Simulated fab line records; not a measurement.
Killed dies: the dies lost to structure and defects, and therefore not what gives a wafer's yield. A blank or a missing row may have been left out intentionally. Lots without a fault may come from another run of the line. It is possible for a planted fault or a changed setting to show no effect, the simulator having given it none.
fab line records	flow gf180mcu
[record] lots = 5	wafers = 15	last_day = 34
route steps=602 shown STI@3
lots with no fault: from the same line, run without faults
start_h: hours from the record's first day to the start of the lot's first wafer shown	wait_h: hours from the lot's prior step to this one	" unchanged from the row above	L1.1+2: a row that stands for several wafers	- no value present, or no start provided	* or withheld: withheld	< > ~ a bound
route shown NAME@n: a module of which the file shows steps, and the number in the route of the first	usual: the fault-free wafers' mean and standard deviation	same: alike in all rows	chamber/n: place in a boat	sites: per-site readings	_std_site: how widely they spread, as a standard deviation	_edge_site: mean of outer sites minus mean of inner sites	radius_mm: how far each site lies from the wafer's centre	mask NAME#n: copy n	behind: the most recent tool/chamber to have shaped the wafer	hold: the reason the lot was held/the length of the hold in hours/how it ended	device: whichever transistor did not switch (one of n, p or np)	end of line: tests of these same wafers at the route's end	a step with no rows: only its recipe	killed: the dies lost at the first sort to structure and to defects; this is not the yield of the wafer	map: a wafer's dies, marking killed ones x, the rest . and places with no die _
set.NAME: the setting as run; set.NAME@STEP: as run at that earlier step	model.NAME: the simulator's own value behind a step, which no gauge read
a table for each step, a row for each wafer; lots at some steps of the route
services: from which hour (start_h, from the record's first day; less than 0 if before it) a tool's chamber was out of use, for how many hours, and why
[[steps]]
[step GF_STI_THK_MEAS_02]
[recipe] reads = SiO2_of_STI_OXIDATION_01
[usual] STI_OXIDATION_THK = 9.98/0.2
lot.wafer	tool	chamber	start_h	wait_h	STI_OXIDATION_THK[nm]
L077.1	film_metro-04	-	26.51	0.0	9.73
L077.2	"	-	"	"	9.93
L077.3	"	-	"	"	9.74
L088.1	film_metro-02	-	88.79	0.0	10.04
L088.3	"	-	"	"	9.99
L088.4	"	-	"	"	9.97
L089.1	film_metro-01	-	88.82	0.0	9.91
L089.2	"	-	"	"	9.86
L089.5	"	-	"	"	9.64
L096.1	film_metro-04	-	121.51	0.0	9.83
L096.4	"	-	"	"	10.08
L096.6	"	-	"	"	9.82
L097.1	film_metro-02	-	126.51	0.0	9.67
L097.2	"	-	"	"	9.72
L097.6	"	-	"	"	9.84
[step GF_STI_CVD_03]
[recipe] material = Si3N4	precursor = DCS/NH3	target_thk_nm = 207.16	temp_c = 773.8	time_s = 3551	pressure_mtorr = 250
[usual] zone_power_upper_pct = 14.8/0.58
lot.wafer	tool	chamber	start_h	wait_h	zone_power_upper_pct
L077.1	lpcvd-01	0	26.57	0.1	14.7
L077.2	"	0	"	"	14.5
L077.3	"	0	"	"	14.8
L088.1	lpcvd-01	1	88.85	0.1	15.3
L088.3	"	1	"	"	15.1
L088.4	"	1	"	"	15.0
L089.1	lpcvd-02	1	89.82	1.0	15.1
L089.2	"	1	"	"	15.3
L089.5	"	1	"	"	14.7
L096.1	lpcvd-01	1	121.57	0.1	15.4
L096.4	"	1	"	"	15.0
L096.6	"	1	"	"	15.2
L097.1	lpcvd-01	0	126.57	0.1	14.8
L097.2	"	0	"	"	15.1
L097.6	"	0	"	"	14.6
[step GF_STI_THK_MEAS_04]
[recipe] reads = Si3N4_of_STI_CVD_03
[usual] STI_CVD_03_THK = 223.0/2
lot.wafer	tool	chamber	start_h	wait_h	STI_CVD_03_THK[nm]
L077.1	film_metro-04	-	28.56	0.0	224.7
L077.2	"	-	"	"	225.3
L077.3	"	-	"	"	225.2
L088.1	film_metro-01	-	90.84	0.0	220.9
L088.3	"	-	"	"	222.8
L088.4	"	-	"	"	222.2
L089.1	film_metro-01	-	91.81	0.0	221.6
L089.2	"	-	"	"	222.8
L089.5	"	-	"	"	223.5
L096.1	film_metro-04	-	123.56	0.0	222.6
L096.4	"	-	"	"	224.3
L096.6	"	-	"	"	226.0
L097.1	film_metro-01	-	128.56	0.0	222.0
L097.2	"	-	"	"	223.4
L097.6	"	-	"	"	222.5
[step GF_STI_DEHYDRATE_05]
[recipe] temp_c = 200	time_s = 60
[usual] plate_temp_C = 200.01/0.15
lot.wafer	tool	chamber	start_h	wait_h	plate_temp_C
L077.1	litho_track-03	0	33.90	5.3	200.02
L077.2	"	0	"	"	200.12
L077.3	"	0	"	"	200.05
L088.1	litho_track-01	0	96.63	5.8	199.79
L088.3	"	0	"	"	199.73
L088.4	"	0	"	"	199.82
L089.1	litho_track-02	0	97.65	5.8	199.98
L089.2	"	0	"	"	199.82
L089.5	"	0	"	"	199.91
L096.1	litho_track-03	0	130.05	6.5	200.06
L096.4	"	0	"	"	200.06
L096.6	"	0	"	"	199.92
L097.1	litho_track-01	0	134.43	5.9	199.95
L097.2	"	0	"	"	200.16
L097.6	"	0	"	"	200.11
[step GF_STI_HMDS_06]
[recipe] prime_time_s = 60	prime_temp_c = 120
lot.wafer	tool	chamber	start_h	wait_h
L077.1+2+3	litho_track-03	0	34.05	0.1
L088.1+3+4	litho_track-01	0	96.78	0.1
L089.1+2+5	litho_track-02	0	97.80	0.1
L096.1+4+6	litho_track-03	0	130.20	0.1
L097.1+2+6	litho_track-01	0	134.58	0.1
[step GF_STI_COAT_07]
[recipe] resist = KrF	spin_rpm = withheld	resist_thk_nm = 700
lot.wafer	tool	chamber	start_h	wait_h
L077.1+2+3	litho_track-03	0	34.20	0.1
L088.1+3+4	litho_track-01	0	96.93	0.1
L089.1+2+5	litho_track-02	0	97.95	0.1
L096.1+4+6	litho_track-03	0	130.35	0.1
L097.1+2+6	litho_track-01	0	134.73	0.1
[step GF_STI_SOFTBAKE_08]
[recipe] temp_c = 130	time_s = 60	resist = KrF
[usual] plate_temp_C = 130.00/0.14
lot.wafer	tool	chamber	start_h	wait_h	plate_temp_C
L077.1	litho_track-03	0	34.35	0.1	130.16
L077.2	"	0	"	"	130.04
L077.3	"	0	"	"	130.29
L088.1	litho_track-01	0	97.08	0.1	129.98
L088.3	"	0	"	"	130.13
L088.4	"	0	"	"	129.85
L089.1	litho_track-02	0	98.10	0.1	130.01
L089.2	"	0	"	"	130.01
L089.5	"	0	"	"	130.11
L096.1	litho_track-03	0	130.50	0.1	129.74
L096.4	"	0	"	"	129.97
L096.6	"	0	"	"	129.92
L097.1	litho_track-01	0	134.88	0.1	129.91
L097.2	"	0	"	"	129.90
L097.6	"	0	"	"	129.88
[step GF_STI_EXPOSE_09]
[recipe] mask_id = COMP	target_cd_nm = 220	na = 0.68	source_shape = conventional	sigma_outer = 0.6	dose_mj = 28
lot.wafer	tool	chamber	start_h	wait_h	mask
L077.1+2+3	krf_scanner-02	0	-	-	COMP#0
L088.1+3+4	krf_scanner-01	0	-	-	COMP#0
L089.1+2+5	krf_scanner-01	0	-	-	COMP#0
L096.1+4+6	krf_scanner-01	0	-	-	COMP#0
L097.1+2+6	krf_scanner-01	0	-	-	COMP#0
[step GF_STI_PEB_10]
[recipe] peb_temp_c = 135	peb_time_s = 90	resist = KrF
[usual] plate_temp_C = 134.99/0.14
lot.wafer	tool	chamber	start_h	wait_h	plate_temp_C
L077.1	litho_track-01	0	-	-	135.21
L077.2	"	0	"	"	134.93
L077.3	"	0	"	"	135.08
L088.1	litho_track-03	0	-	-	134.81
L088.3	"	0	"	"	134.65
L088.4	"	0	"	"	134.78
L089.1	litho_track-02	0	-	-	135.11
L089.2	"	0	"	"	135.10
L089.5	"	0	"	"	134.93
L096.1	litho_track-01	0	-	-	135.12
L096.4	"	0	"	"	134.99
L096.6	"	0	"	"	135.22
L097.1	litho_track-03	0	-	-	134.84
L097.2	"	0	"	"	135.07
L097.6	"	0	"	"	134.91
[step GF_STI_DEVELOP_11]
[recipe] develop_time_s = 60	dev_temp_c = 21
lot.wafer	tool	chamber	start_h	wait_h
L077.1+2+3	litho_track-01	0	40.38	0.2
L088.1+3+4	litho_track-03	0	104.00	0.2
L089.1+2+5	litho_track-02	0	105.05	0.2
L096.1+4+6	litho_track-01	0	138.28	0.2
L097.1+2+6	litho_track-03	0	142.20	0.2
[step GF_STI_CD_MEAS_12]
[recipe] target_cd_nm = 220
[usual] cd_nm = 220.1/1.3
lot.wafer	tool	chamber	start_h	wait_h	cd_nm
L077.1	cd_sem-02	-	40.53	0.1	220.2
L077.2	"	-	"	"	219.4
L077.3	"	-	"	"	220.5
L088.1	cd_sem-01	-	104.15	0.1	222.8
L088.3	"	-	"	"	221.6
L088.4	"	-	"	"	221.5
L089.1	cd_sem-02	-	105.20	0.1	219.1
L089.2	"	-	"	"	219.3
L089.5	"	-	"	"	218.8
L096.1	cd_sem-02	-	138.43	0.1	218.0
L096.4	"	-	"	"	218.8
L096.6	"	-	"	"	218.1
L097.1	cd_sem-02	-	142.35	0.1	222.4
L097.2	"	-	"	"	219.8
L097.6	"	-	"	"	221.0
[step GF_STI_ETCH_13]
[recipe] chemistry = CHF3/O2	stop_on = Si	over_etch_frac = 0.3	target_depth_a = 2823.1	source_w = 600	bias_w = 200	pressure_mtorr = 40	chf3_flow_sccm = 50	O2_flow_sccm = 5	time_s = 112.9
[usual] O2_flow_sccm = 5.000/0.016	drypump_motor_current_A = 5.5/0.53	oes_product_au = 0.867/0.0073	throttle_valve_pct = 8.821/0.009
lot.wafer	tool	chamber	start_h	wait_h	O2_flow_sccm	drypump_motor_current_A	oes_product_au	rf_hours_counter_h	throttle_valve_pct
L077.1	rie_diel-03	2	40.65	0.1	4.998	5.1	0.869	154	8.828
L077.2	"	1	"	"	5.021	5.1	0.866	105	8.813
L077.3	"	0	"	"	5.006	5.0	0.878	9	8.821
L088.1	rie_diel-01	0	104.27	0.1	5.001	6.0	0.855	27	8.817
L088.3	"	3	"	"	4.971	5.3	0.869	107	8.828
L088.4	"	1	"	"	5.011	5.8	0.859	2	8.814
L089.1	rie_diel-04	2	105.32	0.1	5.007	6.1	0.864	2	8.815
L089.2	"	3	"	"	4.990	5.0	0.857	43	8.822
L089.5	"	0	"	"	5.013	5.4	0.864	-	8.824
L096.1	rie_diel-01	1	138.55	0.1	5.009	5.8	0.865	2	8.834
L096.4	"	3	"	"	4.988	5.3	0.879	108	8.808
L096.6	"	0	"	"	4.980	6.0	0.875	-	8.817
L097.1	rie_diel-04	2	142.47	0.1	5.029	6.1	0.865	3	8.814
L097.2	"	3	"	"	5.000	5.0	0.874	44	8.811
L097.6	"	2	"	"	4.996	6.1	0.857	-	8.827
[step GF_STI_ETCH_14]
[recipe] target = Si	chemistry = HBr/Cl2/O2	target_depth_nm = 360	icp_w = 600	bias_w = 150	pressure_mtorr = 15	HBr_flow_sccm = 150	Cl2_flow_sccm = 40	O2_flow_sccm = 6	time_s = 102.9
[usual] HBr_flow_sccm = 150.0/0.43	O2_flow_sccm = 6.001/0.017	drypump_motor_current_A = 5.6/0.51	oes_product_au = 1.000/0.01	throttle_valve_pct = 25.657/0.011
lot.wafer	tool	chamber	start_h	wait_h	HBr_flow_sccm	O2_flow_sccm	drypump_motor_current_A	oes_product_au	rf_hours_counter_h	throttle_valve_pct
L077.1	rie_si-02	0	40.73	0.0	149.6	6.005	5.7	0.982	156	25.658
L077.2	"	3	"	"	150.1	6.000	5.0	0.987	1	25.664
L077.3	"	1	"	"	149.9	6.001	5.2	0.992	41	25.662
L088.1	rie_si-02	1	104.35	0.0	149.8	6.002	5.2	0.985	42	25.653
L088.3	"	2	"	"	150.2	6.006	4.9	1.013	132	25.634
L088.4	"	3	"	"	151.0	6.012	5.0	0.988	2	25.674
L089.1	rie_si-01	3	105.40	0.0	150.3	6.032	5.8	1.001	65	25.652
L089.2	"	2	"	"	148.6	6.003	5.8	1.007	50	25.667
L089.5	"	1	"	"	150.8	5.990	6.5	0.995	-	25.658
L096.1	rie_si-01	3	138.63	0.0	150.2	5.979	5.9	1.004	65	25.667
L096.4	"	1	"	"	150.0	5.967	6.5	1.001	0	25.640
L096.6	"	2	"	"	149.1	6.012	5.8	1.019	-	25.657
L097.1	rie_si-02	3	142.58	0.1	149.5	5.974	5.0	0.983	2	25.656
L097.2	"	2	"	"	149.8	6.014	4.9	0.999	133	25.661
L097.6	"	1	"	"	151.3	5.986	5.3	0.989	-	25.660
[step GF_STI_STRIP_15]
[recipe] chemistry = O2/N2	power_w = 1400	pressure_mtorr = 1500	platen_temp_c = 250	o2_flow_sccm = 2936	n2_flow_sccm = 300	overash_fraction = 0.5
[usual] drypump_motor_current_A = 6.0/0.47	heater_power_w = 318/18	oes_product_au = 0.383/0.0052	strip_time_to_endpoint_s = 3.74/0.047
[same] overash_fraction = 0.5
lot.wafer	tool	chamber	start_h	wait_h	drypump_motor_current_A	heater_power_w	oes_product_au	rf_hours_counter_h	strip_time_to_endpoint_s
L077.1	plasma_asher-02	0	40.80	0.0	5.7	305	0.391	37	3.77
L077.2	"	1	"	"	6.5	304	0.388	37	3.70
L077.3	"	0	"	"	5.7	319	0.376	-	3.76
L088.1	plasma_asher-02	1	104.42	0.0	6.5	305	0.384	44	3.71
L088.3	"	1	"	"	6.5	309	0.376	-	3.68
L088.4	"	0	"	"	5.7	312	0.386	-	3.84
L089.1	plasma_asher-03	0	105.48	0.0	5.8	315	0.379	31	3.75
L089.2	"	1	"	"	6.8	353	0.383	31	3.76
L089.5	"	0	"	"	5.8	318	0.388	-	3.71
L096.1	plasma_asher-02	1	138.70	0.0	6.5	304	0.388	47	3.84
L096.4	"	1	"	"	6.5	306	0.393	-	3.71
L096.6	"	1	"	"	6.4	300	0.383	-	3.73
L097.1	plasma_asher-01	0	142.66	0.0	5.7	323	0.398	50	3.75
L097.2	"	1	"	"	5.3	354	0.387	50	3.73
L097.6	"	1	"	"	5.3	350	0.388	-	3.73
[step GF_STI_CLEAN_16]
[recipe] chemistry = dHF	time_s = 25	dilution = 100:1
lot.wafer	tool	chamber	start_h	wait_h
L077.1+2+3	wet_bench-04	3	40.90	0.1
L088.1+3+4	wet_bench-03	3	104.52	0.1
L089.1+2+5	wet_bench-03	3	105.58	0.1
L096.1+4+6	wet_bench-04	3	138.80	0.1
L097.1+2+6	wet_bench-04	3	142.76	0.1
[step GF_STI_WET_ETCH_17]
[recipe] chemistry = H3PO4	target_depth_nm = 45	temp_c = 160	target = Si3N4	time_s = 514
[usual] temp_c = 160.00/0.14
lot.wafer	tool	chamber	start_h	wait_h	temp_c
L077.1	wet_bench-04	2	40.92	0.0	160.14
L077.2	"	2	"	"	160.14
L077.3	"	2	"	"	160.00
L088.1	wet_bench-04	0	104.55	0.0	159.95
L088.3	"	0	"	"	159.93
L088.4	"	0	"	"	159.83
L089.1	wet_bench-04	3	105.61	0.0	159.91
L089.2	"	3	"	"	160.04
L089.5	"	3	"	"	159.98
L096.1	wet_bench-03	0	138.82	0.0	160.21
L096.4	"	0	"	"	160.01
L096.6	"	0	"	"	160.15
L097.1	wet_bench-01	0	142.77	0.0	159.90
L097.2	"	0	"	"	160.06
L097.6	"	0	"	"	159.91
[step GF_STI_CLEAN_18]
[recipe] chemistry = SC1/SC2	mix = 1:4:20	temp_c = 70	time_s = 150
[usual] temp_c = 70.03/0.12
lot.wafer	tool	chamber	start_h	wait_h	temp_c
L077.1	wet_bench-04	0	41.07	0.0	70.11
L077.2	"	0	"	"	70.21
L077.3	"	0	"	"	70.16
L088.1	wet_bench-01	2	104.71	0.0	69.86
L088.3	"	2	"	"	69.88
L088.4	"	2	"	"	70.01
L089.1	wet_bench-01	3	105.77	0.0	70.11
L089.2	"	3	"	"	70.04
L089.5	"	3	"	"	70.21
L096.1	wet_bench-04	3	138.98	0.0	70.26
L096.4	"	3	"	"	70.02
L096.6	"	3	"	"	70.11
L097.1	wet_bench-04	1	142.94	0.0	69.99
L097.2	"	1	"	"	69.85
L097.6	"	1	"	"	69.96
[step GF_STI_CLEAN_19]
[recipe] chemistry = dHF	time_s = 20	dilution = 100:1
lot.wafer	tool	chamber	start_h	wait_h
L077.1+2+3	wet_bench-04	1	41.12	0.0
L088.1+3+4	wet_bench-03	1	104.76	0.0
L089.1+2+5	wet_bench-03	0	105.82	0.0
L096.1+4+6	wet_bench-03	3	139.03	0.0
L097.1+2+6	wet_bench-03	2	142.99	0.0
[step GF_STI_WET_ETCH_20]
[recipe] chemistry = dHF	dilution = 100:1	target_depth_nm = 20	temp_c = 25	dry = ipa_marangoni	target = SiO2	time_s = 400
[usual] temp_c = 24.99/0.12
lot.wafer	tool	chamber	start_h	wait_h	temp_c
L077.1	wet_bench-04	2	41.13	0.0	25.01
L077.2	"	2	"	"	25.14
L077.3	"	2	"	"	25.06
L088.1	wet_bench-04	3	104.79	0.0	24.98
L088.3	"	3	"	"	24.90
L088.4	"	3	"	"	24.99
L089.1	wet_bench-04	2	105.85	0.0	25.17
L089.2	"	2	"	"	25.09
L089.5	"	2	"	"	24.99
L096.1	wet_bench-04	1	139.05	0.0	25.12
L096.4	"	1	"	"	25.17
L096.6	"	1	"	"	25.17
L097.1	wet_bench-01	3	143.00	0.0	24.88
L097.2	"	3	"	"	25.03
L097.6	"	3	"	"	24.98
[step GF_STI_OXIDATION_21]
[recipe] temp_c = 1000	ambient = O2	stabilise_s = 600	purge_s = 300	target_thk_a = 150	ox_time_s = 458
[usual] tube_center_temp_C = 1000/0.093	zone_power_upper_pct = 27.1/1.9
lot.wafer	tool	chamber	start_h	wait_h	tube_center_temp_C	zone_power_upper_pct
L077.1	furnace-02	0	41.25	0.0	1000.3	28.0
L077.2	"	0	"	"	999.87	28.8
L077.3	"	0	"	"	1000.2	28.3
L088.1	furnace-02	0	104.92	0.0	1000.2	28.2
L088.3	"	0	"	"	1000.1	28.4
L088.4	"	0	"	"	999.97	28.8
L089.1	furnace-02	0	107.44	1.5	999.95	28.4
L089.2	"	0	"	"	1000	29.0
L089.5	"	0	"	"	999.97	29.0
L096.1	furnace-01	0	139.17	0.0	999.93	25.0
L096.4	"	0	"	"	999.83	24.2
L096.6	"	0	"	"	1000	24.2
L097.1	furnace-02	0	143.41	0.3	1000.1	28.6
L097.2	"	0	"	"	1000	29.2
L097.6	"	0	"	"	1000	28.7
[step GF_STI_THK_MEAS_22]
[recipe] reads = SiO2_of_STI_OXIDATION_21
[usual] STI_OXIDATION_01_THK = 15.0/0.35
lot.wafer	tool	chamber	start_h	wait_h	STI_OXIDATION_01_THK[nm]
L077.1	film_metro-01	-	42.38	0.0	15.3
L077.2	"	-	"	"	15.0
L077.3	"	-	"	"	15.2
L088.1	film_metro-04	-	106.05	0.0	15.2
L088.3	"	-	"	"	15.0
L088.4	"	-	"	"	15.1
L089.1	film_metro-02	-	108.57	0.0	15.1
L089.2	"	-	"	"	15.1
L089.5	"	-	"	"	15.2
L096.1	film_metro-04	-	140.30	0.0	14.6
L096.4	"	-	"	"	14.4
L096.6	"	-	"	"	14.5
L097.1	film_metro-02	-	144.54	0.0	15.0
L097.2	"	-	"	"	15.1
L097.6	"	-	"	"	14.8
[step GF_STI_CVD_23]
[recipe] material = SiO2	target_thk_nm = 650	sigma_open_frac = 0.3	time_s = 108.3	temp_c = 600	sih4_flow_sccm = 60	pressure_mtorr = 6
lot.wafer	tool	chamber	start_h	wait_h
L077.1+2+3	hdpcvd-01	1,2,0	42.44	0.1
L088.1+3+4	hdpcvd-01	2,0,1	106.11	0.1
L089.1+2+5	hdpcvd-02	1,2,0	108.63	0.1
L096.1+4+6	hdpcvd-02	0,1,2	140.36	0.1
L097.1+2+6	hdpcvd-01	0,2,2	144.60	0.1
[step GF_STI_THK_MEAS_24]
[recipe] reads = SiO2_of_STI_CVD_23
[usual] STI_CVD_23_THK = 643/7.8
lot.wafer	tool	chamber	start_h	wait_h	STI_CVD_23_THK[nm]
L077.1	film_metro-02	-	42.52	0.0	638
L077.2	"	-	"	"	631
L077.3	"	-	"	"	646
L088.1	film_metro-02	-	106.19	0.0	652
L088.3	"	-	"	"	668
L088.4	"	-	"	"	645
L089.1	film_metro-04	-	108.71	0.0	637
L089.2	"	-	"	"	633
L089.5	"	-	"	"	633
L096.1	film_metro-04	-	140.43	0.0	630
L096.4	"	-	"	"	643
L096.6	"	-	"	"	649
L097.1	film_metro-01	-	144.68	0.0	652
L097.2	"	-	"	"	640
L097.6	"	-	"	"	643
[step GF_STI_CMP_25]
[recipe] stop_on = Si3N4	t_overpolish_s = 33	down_force_psi = 4	platen_rpm = 60	target_thk_nm = 524.6	pad_velocity_m_s = 0.94248
[usual] edge_zone_pressure_frac = 1.000/0.0051	head_pressure_psi = 3.999/0.0099	motor_current_A = 12.3/1.1	overpolish_run_s = 33.001/0.0083	time_to_endpoint_s = 118/3.9
lot.wafer	tool	chamber	start_h	wait_h	edge_zone_pressure_frac	head_pressure_psi	motor_current_A	overpolish_run_s	time_to_endpoint_s
L077.1	cmp-01	1	42.58	0.1	1.001	3.998	10.9	32.994	115
L077.3	"	3	"	"	1.001	4.025	10.8	32.994	113
L077.2	"	0	"	"	0.997	4.002	13.2	32.995	113
L088.1	cmp-01	1	106.25	0.1	0.993	3.998	11.3	32.993	120
L088.4	"	2	"	"	0.988	4.001	12.7	32.996	119
L088.3	"	3	"	"	1.000	4.001	11.3	33.010	117
L089.2	cmp-02	1	108.77	0.0	0.998	4.005	11.8	33.005	117
L089.1	"	3	"	"	0.998	4.021	13.5	33.001	115
L089.5	"	1	"	"	1.001	4.003	11.3	33.010	114
L096.1	cmp-02	1	140.54	0.1	1.004	3.992	12.3	32.988	119
L096.4	"	3	"	"	1.004	3.997	14.1	33.002	117
L096.6	"	0	"	"	0.998	4.005	14.2	32.998	124
L097.1	cmp-01	3	144.79	0.1	1.010	3.994	10.8	32.999	117
L097.2	"	1	"	"	0.995	3.975	12.3	32.994	116
L097.6	"	2	"	"	0.997	4.009	12.0	32.991	114
[step GF_STI_WET_ETCH_26]
[recipe] chemistry = dHF	target_depth_nm = 94	target = SiO2	temp_c = 25	dilution = 10:1	time_s = 188
[usual] temp_c = 24.99/0.1
lot.wafer	tool	chamber	start_h	wait_h	temp_c
L077.1	wet_bench-03	0	42.88	0.2	24.89
L077.2	"	0	"	"	24.88
L077.3	"	0	"	"	25.14
L088.1	wet_bench-03	1	106.55	0.2	24.99
L088.3	"	1	"	"	25.05
L088.4	"	1	"	"	24.97
L089.1	wet_bench-04	2	109.07	0.1	24.94
L089.2	"	2	"	"	25.14
L089.5	"	2	"	"	24.87
L096.1	wet_bench-01	1	140.79	0.2	24.88
L096.4	"	1	"	"	24.98
L096.6	"	1	"	"	25.01
L097.1	wet_bench-03	1	145.04	0.2	25.10
L097.2	"	1	"	"	25.12
L097.6	"	1	"	"	25.12
[step GF_STI_WET_ETCH_27]
[recipe] chemistry = H3PO4	target_depth_nm = 160	target = Si3N4	temp_c = 160	time_s = 1825
[usual] temp_c = 159.98/0.14
lot.wafer	tool	chamber	start_h	wait_h	temp_c
L077.1	wet_bench-04	0	42.94	0.0	160.15
L077.2	"	0	"	"	160.05
L077.3	"	0	"	"	160.09
L088.1	wet_bench-04	2	106.67	0.0	159.90
L088.3	"	2	"	"	159.97
L088.4	"	2	"	"	159.79
L089.1	wet_bench-03	2	109.13	0.0	159.97
L089.2	"	2	"	"	160.22
L089.5	"	2	"	"	160.08
L096.1	wet_bench-01	3	140.86	0.0	160.02
L096.4	"	3	"	"	160.22
L096.6	"	3	"	"	159.91
L097.1	wet_bench-04	2	145.10	0.0	160.09
L097.2	"	2	"	"	160.04
L097.6	"	2	"	"	159.90
[step GF_STI_WET_ETCH_28]
[recipe] chemistry = dHF	target_depth_nm = 20	dry = ipa_marangoni	target = SiO2	temp_c = 25	dilution = 10:1	time_s = 40
[usual] temp_c = 25.00/0.1
lot.wafer	tool	chamber	start_h	wait_h	temp_c
L077.1	wet_bench-03	1	43.51	0.0	24.96
L077.2	"	1	"	"	24.94
L077.3	"	1	"	"	25.21
L088.1	wet_bench-01	1	107.23	0.0	24.90
L088.3	"	1	"	"	25.05
L088.4	"	1	"	"	24.93
L089.1	wet_bench-04	1	109.65	0.0	24.98
L089.2	"	1	"	"	24.96
L089.5	"	1	"	"	24.97
L096.1	wet_bench-03	1	141.42	0.0	25.07
L096.4	"	1	"	"	25.03
L096.6	"	1	"	"	24.95
L097.1	wet_bench-03	3	145.62	0.0	25.25
L097.2	"	3	"	"	24.95
L097.6	"	3	"	"	25.04
[[services]]
tool	chamber	start_h	hours	kind
krf_scanner-02	-	5.23	1.0	pm
krf_scanner-02	-	7.50	0.8	pm
cmp-01	-	8.03	8.5	pm
rie_si-01	0	9.42	1.4	repair
cmp-02	-	10.11	1.2	repair
rie_diel-01	2	18.83	2.1	repair
rie_si-01	1	27.40	1.5	repair
krf_scanner-01	-	31.56	4.0	pm
rie_diel-01	1	31.74	6.5	repair
lpcvd-02	-	33.78	0.4	repair
lpcvd-01	-	35.97	6.1	pm
krf_scanner-01	-	47.73	0.8	pm
cmp-02	-	64.00	4.0	pm
rie_si-02	1	71.33	7.4	repair
rie_si-01	0	76.03	6.9	repair
furnace-02	-	86.37	1.7	pm
rie_diel-01	2	91.48	11.9	repair
rie_diel-01	3	95.47	4.9	repair
rie_diel-04	0	119.53	10.4	repair
krf_scanner-01	-	122.32	6.1	repair
cmp-02	-	122.41	4.9	pm
hdpcvd-02	1	124.12	1.8	repair
rie_diel-04	-	133.71	1.2	repair
rie_diel-04	1	141.57	4.5	repair
[[key]]
fault none
